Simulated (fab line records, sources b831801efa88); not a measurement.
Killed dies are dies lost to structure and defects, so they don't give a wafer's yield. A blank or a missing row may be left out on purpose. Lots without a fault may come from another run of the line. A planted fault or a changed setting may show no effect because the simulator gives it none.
A struck lot beside a sound one | flow sky130 | 43 steps out of a route of 708
Sound: wafers L894.4, L894.5, L894.6. Struck: wafers L908.1, L908.3, L908.5. The cause comes at the end.
At each step with rows: each side's tool, then ch and its chambers, then its first start. Under that, the readings that differ: sound wafers | struck wafers | difference of the means | sigmas: that difference in standard deviations of wafers without a fault.
alike: readings whose means differ by less than 2 such deviations, and words and numbers that are the same on both sides. not compared: withheld readings, readings that some wafer has no value for, bounds like >300 that may hide the same value, and numbers for which the record gives no deviation and whose values overlap.
The two part at a step that has a row with sigmas, a row that says differs or no value, or rows on one side only. Numbers that don't overlap but have no deviation are shown without sigmas and don't part them. A reading that every wafer of one side lacks parts them only if that side has two wafers or more.

first, 1 step without rows for these wafers: SKY_LDD_HVP_IMPLANT_08.
SKY_LDD_HVP_STRIP_09: strips in O2/N2.
  sound on plasma_asher-02 ch 0,1, day 22 01:37; struck on plasma_asher-02 ch 0,1, day 26 20:40
  alike: drypump_motor_current_A, oes_product_au, strip_time_to_endpoint_s
  not compared: rf_hours_counter_h
SKY_LDD_HVP_TW_MEAS_10:
  sound on film_metro-01, day 22 01:43; struck on film_metro-02, day 26 20:46
  alike: LDD_HVP_TW
then, 7 steps without rows for these wafers: SKY_LDD_LDN_DEHYDRATE_00 (time 60 s); SKY_LDD_LDN_HMDS_01 (prime time 60 s); SKY_LDD_LDN_COAT_02 (resist thk 1140 nm); SKY_LDD_LDN_SOFTBAKE_03 (time 60 s); SKY_LDD_LDN_EXPOSE_04 (exposes mask LDNTM, target cd 700 nm); SKY_LDD_LDN_PEB_05; SKY_LDD_LDN_DEVELOP_06 (develop time 60 s).
SKY_LDD_LDN_OVL_MEAS_07:
  sound on overlay-01, day 23 07:58; struck on overlay-01, day 28 01:18
  alike: LDD_LDN_OVL
then, 1 step without rows for these wafers: SKY_LDD_LDN_IMPLANT_08.
SKY_LDD_LDN_IMPLANT_09:
  sound on implanter-04 ch 0, day 23 08:13; struck on implanter-01 ch 0, day 28 01:29
  alike: beam_on_s
then, 3 steps without rows for these wafers: SKY_LDD_LDN_IMPLANT_10; SKY_LDD_LDN_IMPLANT_11; SKY_LDD_LDN_STRIP_12 (strips in O2/N2).
SKY_LDD_LDN_TW_MEAS_13:
  sound on film_metro-02, day 23 08:43; struck on film_metro-03, day 28 02:02
  alike: LDD_LDN_TW
then, 2 steps without rows for these wafers: SKY_LDD_LDN_CLEAN_14 (cleans in SC1/SC2, time 150 s); SKY_SPACER_CVD_00 (deposits Si3N4 from DCS/NH3, target thk 43.1 nm, time 740 s).
SKY_SPACER_THK_MEAS_01:
  sound on film_metro-04, day 23 10:05; struck on film_metro-02, day 28 05:25
  alike: SPACER_CVD_00_THK
SKY_SPACER_ETCHBACK_02: etches Si3N4 in CH3F/O2, stops on SiO2, time 46.7 s, target depth 45 nm.
  sound on rie_diel-02 ch 0,3, day 23 10:07; struck on rie_diel-03 ch 0,3, day 28 05:29
  alike: drypump_motor_current_A, oes_product_au, throttle_valve_pct
  not compared: rf_hours_counter_h
then, 8 steps without rows for these wafers: SKY_POLY_CUT_DEHYDRATE_00 (time 60 s); SKY_POLY_CUT_HMDS_01 (prime time 60 s); SKY_POLY_CUT_COAT_02 (resist thk 60 nm); SKY_POLY_CUT_COAT_03 (resist thk 450 nm); SKY_POLY_CUT_SOFTBAKE_04 (time 90 s); SKY_POLY_CUT_EXPOSE_05 (exposes mask NPCM, target cd 270 nm); SKY_POLY_CUT_PEB_06; SKY_POLY_CUT_DEVELOP_07 (develop time 60 s).
SKY_POLY_CUT_CD_MEAS_08: target cd 270 nm.
  sound on cd_sem-01, day 24 16:22; struck on cd_sem-01, day 29 09:31
  alike: cd_nm
SKY_POLY_CUT_OVL_MEAS_09:
  sound on overlay-01, day 24 16:26; struck on overlay-01, day 29 09:38
  alike: POLY_CUT_OVL
SKY_POLY_CUT_ETCH_10: etches BARC in N2/H2, stops on SiO2, time 45.9 s, target depth 60 nm.
  sound on rie_diel-03 ch 0,1, day 24 16:27; struck on rie_diel-04 ch 0,3, day 29 09:40
  alike: drypump_motor_current_A, h2_flow_sccm, oes_product_au, throttle_valve_pct
  not compared: rf_hours_counter_h
SKY_POLY_CUT_ETCH_11: etches Si3N4 in CF4/CH2F2/Ar, stops on poly-Si, time 42.5 s, target depth 60 nm.
  sound on rie_diel-03 ch 0,1, day 24 16:29; struck on rie_diel-04 ch 0,3, day 29 09:42
  alike: drypump_motor_current_A, oes_product_au, throttle_valve_pct
  not compared: rf_hours_counter_h
SKY_POLY_CUT_STRIP_12: strips in O2/N2.
  sound on plasma_asher-03 ch 0,1, day 24 16:34; struck on plasma_asher-03 ch 0,1, day 29 09:44
  alike: drypump_motor_current_A, oes_product_au, strip_time_to_endpoint_s
  not compared: rf_hours_counter_h
then, 7 steps without rows for these wafers: SKY_SD_P_DEHYDRATE_00 (time 60 s); SKY_SD_P_HMDS_01 (prime time 60 s); SKY_SD_P_COAT_02 (resist thk 1140 nm); SKY_SD_P_SOFTBAKE_03 (time 60 s); SKY_SD_P_EXPOSE_04 (exposes mask PSDM, target cd 380 nm); SKY_SD_P_PEB_05; SKY_SD_P_DEVELOP_06 (develop time 60 s).
SKY_SD_P_CD_MEAS_07: target cd 380 nm.
  sound on cd_sem-01, day 25 21:29; struck on cd_sem-02, day 30 14:19
  alike: cd_nm
-- the record jumps here: 19 days lie between the struck wafers' starts before and after (it left off in module SD_P and takes up again in module PAD_OPEN, whose first step shown is number 708 of the route) --
SKY_PAD_OPEN_PROBE_99:
  sound on prober-02, day 46 03:20; struck on prober-02, day 49 09:49
  reading                               | sound             | struck            | difference | sigmas
  model.etest.tip_sonos.rs_ohm_sq_range | 33.18 23.12 25.41 | 83.88 80.89 100.2 | +61.09     |
  alike: killed_at_M0_to_M3, killed_at_M4_up, killed_at_contacts, killed_at_front_end, killed_at_other, killed_dies, killed_open, killed_short
  not compared: model.etest.tip_sonos.rs_ohm_sq_rim_less_centre

WHERE THEY PART
Nowhere in this record.

WHY: what the simulator had put in
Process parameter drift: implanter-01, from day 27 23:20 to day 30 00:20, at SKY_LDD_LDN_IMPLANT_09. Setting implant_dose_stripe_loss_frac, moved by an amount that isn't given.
